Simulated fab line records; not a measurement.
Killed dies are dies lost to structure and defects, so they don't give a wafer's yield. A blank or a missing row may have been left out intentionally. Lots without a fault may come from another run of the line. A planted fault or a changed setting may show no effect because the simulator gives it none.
Which tool was responsible? :: flow gf180mcu :: Sampling: 12 lots, 36 wafers, 6 of 602 route steps

## WHAT EACH GAUGE READ, for each wafer
GF_HV_LDD_OVL_MEAS_08. Usual: HV_LDD_OVL 0.2 nm, standard deviation 1.5.
lot: L789
measured: day 10 13:31
on: overlay-02
HV_LDD_OVL (nm): -0.9 1.1 -1.2
flag: 

lot: L791
measured: day 11 05:58
on: overlay-01
HV_LDD_OVL (nm): 1.1 -1.2 -0.1
flag: 

lot: L794
measured: day 12 03:46
on: overlay-02
HV_LDD_OVL (nm): -0.4 -0.1 -1.0
flag: 

lot: L795
measured: day 12 13:12
on: overlay-02
HV_LDD_OVL (nm): -1.3 -2.5 -1.2
flag: 

lot: L796
measured: day 12 21:04
on: overlay-02
HV_LDD_OVL (nm): 1.1 -0.4 -1.1
flag: 

lot: L797
measured: day 13 04:43
on: overlay-02
HV_LDD_OVL (nm): 1.7 3.6 1.6
flag: 

lot: L799
measured: day 13 18:46
on: overlay-02
HV_LDD_OVL (nm): -1.3 -1.1 -0.8
flag: 

lot: L800
measured: day 13 22:48
on: overlay-01
HV_LDD_OVL (nm): 0.7 1.5 0.4
flag: 

lot: L801
measured: day 14 12:02
on: overlay-02
HV_LDD_OVL (nm): 2.1 1.1 -0.5
flag: 

lot: L803
measured: day 15 01:16
on: overlay-02
HV_LDD_OVL (nm): 0.2 -0.1 0.0
flag: 

lot: L807
measured: day 16 04:57
on: overlay-01
HV_LDD_OVL (nm): 0.5 1.3 1.2
flag: 

lot: L810
measured: day 17 01:14
on: overlay-02
HV_LDD_OVL (nm): 3.1 2.5 3.0
flag: 

GF_HV_LDD_OVL_MEAS_47. Usual: HV_LDD_03_OVL 0.4 nm, standard deviation 1.6.
lot: L789
measured: day 12 23:37
on: overlay-01
HV_LDD_03_OVL (nm): 0.6 1.3 0.8
flag: 

lot: L791
measured: day 13 17:31
on: overlay-02
HV_LDD_03_OVL (nm): -0.4 -0.6 -1.0
flag: 

lot: L794
measured: day 14 17:54
on: overlay-01
HV_LDD_03_OVL (nm): 2.5 1.0 0.4
flag: 

lot: L795
measured: day 15 04:31
on: overlay-02
HV_LDD_03_OVL (nm): 0.5 -0.1 1.6
flag: 

lot: L796
measured: day 15 11:19
on: overlay-01
HV_LDD_03_OVL (nm): -0.2 -0.9 -0.1
flag: 

lot: L797
measured: day 15 19:40
on: overlay-01
HV_LDD_03_OVL (nm): -2.0 -1.8 -1.0
flag: 

lot: L799
measured: day 16 11:32
on: overlay-01
HV_LDD_03_OVL (nm): 2.7 3.1 2.4
flag: 

lot: L800
measured: day 16 15:40
on: overlay-02
HV_LDD_03_OVL (nm): -0.2 -0.5 -0.4
flag: 

lot: L801
measured: day 17 06:14
on: overlay-02
HV_LDD_03_OVL (nm): -0.8 -1.8 -0.7
flag: 

lot: L803
measured: day 17 20:12
on: overlay-01
HV_LDD_03_OVL (nm): 3.0 3.3 2.3
flag: 

lot: L807
measured: day 19 03:27
on: overlay-02
HV_LDD_03_OVL (nm): -1.5 -0.3 -0.6
flag: 

lot: L810
measured: day 20 00:19
on: overlay-01
HV_LDD_03_OVL (nm): -1.3 -0.6 0.9
flag: 

GF_NSD_TW_MEAS_12. Usual: NSD_TW 4283, standard deviation 58.
lot: L789
measured: day 13 23:34
on: film metro-04
NSD_TW: 4238 4250 4238
flag: 

lot: L791
measured: day 14 16:49
on: film metro-04
NSD_TW: 4242 4232 4237
flag: 

lot: L794
measured: day 15 18:28
on: film metro-03
NSD_TW: 4206 4223 4209
flag: 

lot: L795
measured: day 16 07:40
on: film metro-01
NSD_TW: 4336 4336 4358
flag: 

lot: L796
measured: day 16 12:53
on: film metro-01
NSD_TW: 4323 4340 4342
flag: 

lot: L797
measured: day 16 21:13
on: film metro-04
NSD_TW: 4232 4249 4292
flag: 

lot: L799
measured: day 17 12:40
on: film metro-01
NSD_TW: 4303 4361 4347
flag: 

lot: L800
measured: day 17 17:31
on: film metro-01
NSD_TW: 4309 4290 4309
flag: 

lot: L801
measured: day 18 13:42
on: film metro-01
NSD_TW: 4347 4329 4338
flag: 

lot: L803
measured: day 19 00:16
on: film metro-03
NSD_TW: 4208 4213 4211
flag: 

lot: L807
measured: day 20 07:02
on: film metro-03
NSD_TW: 4216 4214 4203
flag: 

lot: L810
measured: day 21 04:33
on: film metro-03
NSD_TW: 4216 4222 4237
flag: 

GF_PSD_RS_MEAS_14: uses a four-point probe to measure. Usual: NSD_RS 46.15 ohm/sq, standard deviation 0.082.
lot: L789
measured: day 14 20:35
on: film metro-04
NSD_RS (ohm/sq): 46.01 46.07 46.10
flag: 

lot: L791
measured: day 15 15:24
on: film metro-03
NSD_RS (ohm/sq): 46.00 46.12 46.17
flag: 

lot: L794
measured: day 16 17:23
on: film metro-03
NSD_RS (ohm/sq): 45.95 46.12 46.10
flag: 

lot: L795
measured: day 17 04:53
on: film metro-04
NSD_RS (ohm/sq): 46.21 46.30 46.18
flag: 

lot: L796
measured: day 17 11:29
on: film metro-03
NSD_RS (ohm/sq): 46.19 46.32 46.29
flag: 

lot: L797
measured: day 17 20:11
on: film metro-04
NSD_RS (ohm/sq): 46.03 46.08 46.17
flag: 

lot: L799
measured: day 18 12:34
on: film metro-04
NSD_RS (ohm/sq): 45.99 46.23 46.10
flag: 

lot: L800
measured: day 18 17:10
on: film metro-01
NSD_RS (ohm/sq): 50.20 50.07 50.05
flag: OFF

lot: L801
measured: day 19 14:21
on: film metro-04
NSD_RS (ohm/sq): 50.21 50.24 50.10
flag: OFF

lot: L803
measured: day 20 00:02
on: film metro-04
NSD_RS (ohm/sq): 50.10 50.23 50.03
flag: OFF

lot: L807
measured: day 21 07:14
on: film metro-03
NSD_RS (ohm/sq): 46.06 46.14 46.16
flag: 

lot: L810
measured: day 22 04:31
on: film metro-03
NSD_RS (ohm/sq): 46.04 46.09 46.25
flag: 

## WHICH TOOL RAN EACH LOT (tool, then ch and the chambers of the sampled wafers, then the start)
lot: L789
GF_NSD_IMPLANT_10: implanter-03 ch 0, day 13 23:20
GF_NSD_STRIP_11: plasma asher-04 ch 0,1, day 13 23:29

lot: L791
GF_NSD_IMPLANT_10: implanter-01 ch 0, day 14 16:34
GF_NSD_STRIP_11: plasma asher-01 ch 0,1, day 14 16:42

lot: L794
GF_NSD_IMPLANT_10: implanter-04 ch 0, day 15 18:15
GF_NSD_STRIP_11: plasma asher-03 ch 0,1, day 15 18:23

lot: L795
GF_NSD_IMPLANT_10: implanter-03 ch 0, day 16 07:25
GF_NSD_STRIP_11: plasma asher-03 ch 0,1, day 16 07:34

lot: L796
GF_NSD_IMPLANT_10: implanter-04 ch 0, day 16 12:40
GF_NSD_STRIP_11: plasma asher-03 ch 0,1, day 16 12:49

lot: L797
GF_NSD_IMPLANT_10: implanter-01 ch 0, day 16 20:58
GF_NSD_STRIP_11: plasma asher-04 ch 0,1, day 16 21:07

lot: L799
GF_NSD_IMPLANT_10: implanter-01 ch 0, day 17 12:25
GF_NSD_STRIP_11: plasma asher-03 ch 0,1, day 17 12:33

lot: L800
GF_NSD_IMPLANT_10: implanter-01 ch 0, day 17 17:16
GF_NSD_STRIP_11: plasma asher-04 ch 0,1, day 17 17:25

lot: L801
GF_NSD_IMPLANT_10: implanter-01 ch 0, day 18 13:28
GF_NSD_STRIP_11: plasma asher-04 ch 0,1, day 18 13:35

lot: L803
GF_NSD_IMPLANT_10: implanter-01 ch 0, day 19 00:01
GF_NSD_STRIP_11: plasma asher-01 ch 0, day 19 00:10

lot: L807
GF_NSD_IMPLANT_10: implanter-04 ch 0, day 20 06:47
GF_NSD_STRIP_11: plasma asher-03 ch 0,1, day 20 06:56

lot: L810
GF_NSD_IMPLANT_10: implanter-03 ch 0, day 21 04:19
GF_NSD_STRIP_11: plasma asher-01 ch 0,1, day 21 04:26
- GF_NSD_IMPLANT_10
- GF_NSD_STRIP_11: strips in O2/N2.

## AS READ BY THE TOOLS THEMSELVES (means over the sampled wafers that have a number; for cases with no such wafer, the mark the record gives instead)
GF_NSD_IMPLANT_10. Usual: beam energy keV 39.998, standard deviation 0.014; dose ions cm2 5.001e+14, standard deviation 5.4e+11; end station pressure torr 7.2e-06 Torr, standard deviation 3.6e-07; faraday current uA 2784, standard deviation 60.
lot: L789
tool: implanter-03
beam energy keV: 40.017
dose ions cm2: 4.996e+14
end station pressure torr (Torr): 7.1e-06
faraday current uA: 2789
flag: 

lot: L791
tool: implanter-01
beam energy keV: 39.982
dose ions cm2: 5.002e+14
end station pressure torr (Torr): 7.6e-06
faraday current uA: 2785
flag: 

lot: L794
tool: implanter-04
beam energy keV: 40.015
dose ions cm2: 5.001e+14
end station pressure torr (Torr): 7.2e-06
faraday current uA: 2738
flag: 

lot: L795
tool: implanter-03
beam energy keV: 39.991
dose ions cm2: 5.002e+14
end station pressure torr (Torr): 7.3e-06
faraday current uA: 2763
flag: 

lot: L796
tool: implanter-04
beam energy keV: 40.003
dose ions cm2: 4.999e+14
end station pressure torr (Torr): 7.5e-06
faraday current uA: 2818
flag: 

lot: L797
tool: implanter-01
beam energy keV: 40.004
dose ions cm2: 5.004e+14
end station pressure torr (Torr): 6.8e-06
faraday current uA: 2782
flag: 

lot: L799
tool: implanter-01
beam energy keV: 39.987
dose ions cm2: 5.003e+14
end station pressure torr (Torr): 7.6e-06
faraday current uA: 2805
flag: 

lot: L800
tool: implanter-01
beam energy keV: 39.995
dose ions cm2: 1.453e+14
end station pressure torr (Torr): 5.6e-06
faraday current uA: 809
flag: OFF

lot: L801
tool: implanter-01
beam energy keV: 39.993
dose ions cm2: 1.444e+14
end station pressure torr (Torr): 5.6e-06
faraday current uA: 787
flag: OFF

lot: L803
tool: implanter-01
beam energy keV: 40.006
dose ions cm2: 1.449e+14
end station pressure torr (Torr): 5.5e-06
faraday current uA: 801
flag: OFF

lot: L807
tool: implanter-04
beam energy keV: 40.011
dose ions cm2: 4.998e+14
end station pressure torr (Torr): 6.9e-06
faraday current uA: 2790
flag: 

lot: L810
tool: implanter-03
beam energy keV: 40.021
dose ions cm2: 4.998e+14
end station pressure torr (Torr): 7.2e-06
faraday current uA: 2762
flag: 

GF_NSD_STRIP_11. Usual: chamber pressure mTorr 1499.9 mTorr, standard deviation 1.2; drypump motor current A 5.7 A, standard deviation 0.37; heater power w 335 W, standard deviation 44; oes product au 0.487 a.u., standard deviation 0.0046; strip time to endpoint s 22.95 s, standard deviation 0.037.
lot: L789
tool: plasma asher-04
chamber pressure mTorr (mTorr): 1500.1
drypump motor current A (A): 5.5
heater power w (W): 353
oes product au (a.u.): 0.482
strip time to endpoint s (s): 22.97
flag: 

lot: L791
tool: plasma asher-01
chamber pressure mTorr (mTorr): 1500.7
drypump motor current A (A): 5.6
heater power w (W): 346
oes product au (a.u.): 0.487
strip time to endpoint s (s): 23.00
flag: 

lot: L794
tool: plasma asher-03
chamber pressure mTorr (mTorr): 1500.2
drypump motor current A (A): 5.8
heater power w (W): 298
oes product au (a.u.): 0.480
strip time to endpoint s (s): 22.98
flag: 

lot: L795
tool: plasma asher-03
chamber pressure mTorr (mTorr): 1499.5
drypump motor current A (A): 5.8
heater power w (W): 294
oes product au (a.u.): 0.483
strip time to endpoint s (s): 22.95
flag: 

lot: L796
tool: plasma asher-03
chamber pressure mTorr (mTorr): 1500.4
drypump motor current A (A): 5.8
heater power w (W): 296
oes product au (a.u.): 0.488
strip time to endpoint s (s): 22.96
flag: 

lot: L797
tool: plasma asher-04
chamber pressure mTorr (mTorr): 1501.0
drypump motor current A (A): 5.4
heater power w (W): 354
oes product au (a.u.): 0.486
strip time to endpoint s (s): 22.94
flag: 

lot: L799
tool: plasma asher-03
chamber pressure mTorr (mTorr): 1499.4
drypump motor current A (A): 5.8
heater power w (W): 293
oes product au (a.u.): 0.485
strip time to endpoint s (s): 22.96
flag: 

lot: L800
tool: plasma asher-04
chamber pressure mTorr (mTorr): 1499.7
drypump motor current A (A): 5.4
heater power w (W): 360
oes product au (a.u.): 0.490
strip time to endpoint s (s): 22.57
flag: OFF

lot: L801
tool: plasma asher-04
chamber pressure mTorr (mTorr): 1500.1
drypump motor current A (A): 5.7
heater power w (W): 384
oes product au (a.u.): 0.492
strip time to endpoint s (s): 22.59
flag: OFF

lot: L803
tool: plasma asher-01
chamber pressure mTorr (mTorr): 1499.7
drypump motor current A (A): 5.3
heater power w (W): 315
oes product au (a.u.): 0.493
strip time to endpoint s (s): 22.53
flag: OFF

lot: L807
tool: plasma asher-03
chamber pressure mTorr (mTorr): 1500.4
drypump motor current A (A): 5.8
heater power w (W): 294
oes product au (a.u.): 0.482
strip time to endpoint s (s): 22.97
flag: 

lot: L810
tool: plasma asher-01
chamber pressure mTorr (mTorr): 1500.5
drypump motor current A (A): 5.4
heater power w (W): 331
oes product au (a.u.): 0.483
strip time to endpoint s (s): 22.98
flag: 

## THE ANSWER, worked out from the rows above alone
Rule: lot off if the mean of its wafers having a number is beyond 3 standard deviations from the usual mean. A lot without any number at a reading at which 4 lots or more have one is off too. All remaining lots with rows at the step are treated as sound. First the gauges in route order, then the tools' own readings, where a lot's mean is used as printed above. At the first step where some lot is off, the reading lying furthest off is the one used; lots without a number count as furthest.
Off: at GF_PSD_RS_MEAS_14 (NSD_RS), L800, L801, L803.
If a tool, at a process step before that reading, ran all the lots that are off and no sound lot after the first of them, it fits. The gauges at GF_PSD_RS_MEAS_14 aren't tried: what is off there is off at GF_NSD_IMPLANT_10 too, on other tools, and a gauge's error can't cause that. One candidate fits, namely implanter-01 at GF_NSD_IMPLANT_10. Its last sound lot is L799 (day 17 12:25), its first lot that is off L800 (day 17 17:16): a fault that began between those two fits.
The tool's own readings at GF_NSD_IMPLANT_10 bear it out: on the lots that are off they differ by more than 5 times the standard deviation of the sound lots' means. dose ions cm2 reads 1.449e+14 there against 5.000e+14 on the sound lots; end station pressure torr reads 5.6e-06 Torr there against 7.2e-06 Torr on the sound lots; faraday current uA reads 799 there against 2781 on the sound lots.

## WHAT THE SIMULATOR HAD PUT IN
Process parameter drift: implanter-01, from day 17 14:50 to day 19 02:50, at GF_NSD_IMPLANT_10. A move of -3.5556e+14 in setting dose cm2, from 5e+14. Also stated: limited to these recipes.
Shown lots that were struck: L800, L801, L803. The rule above found the same.
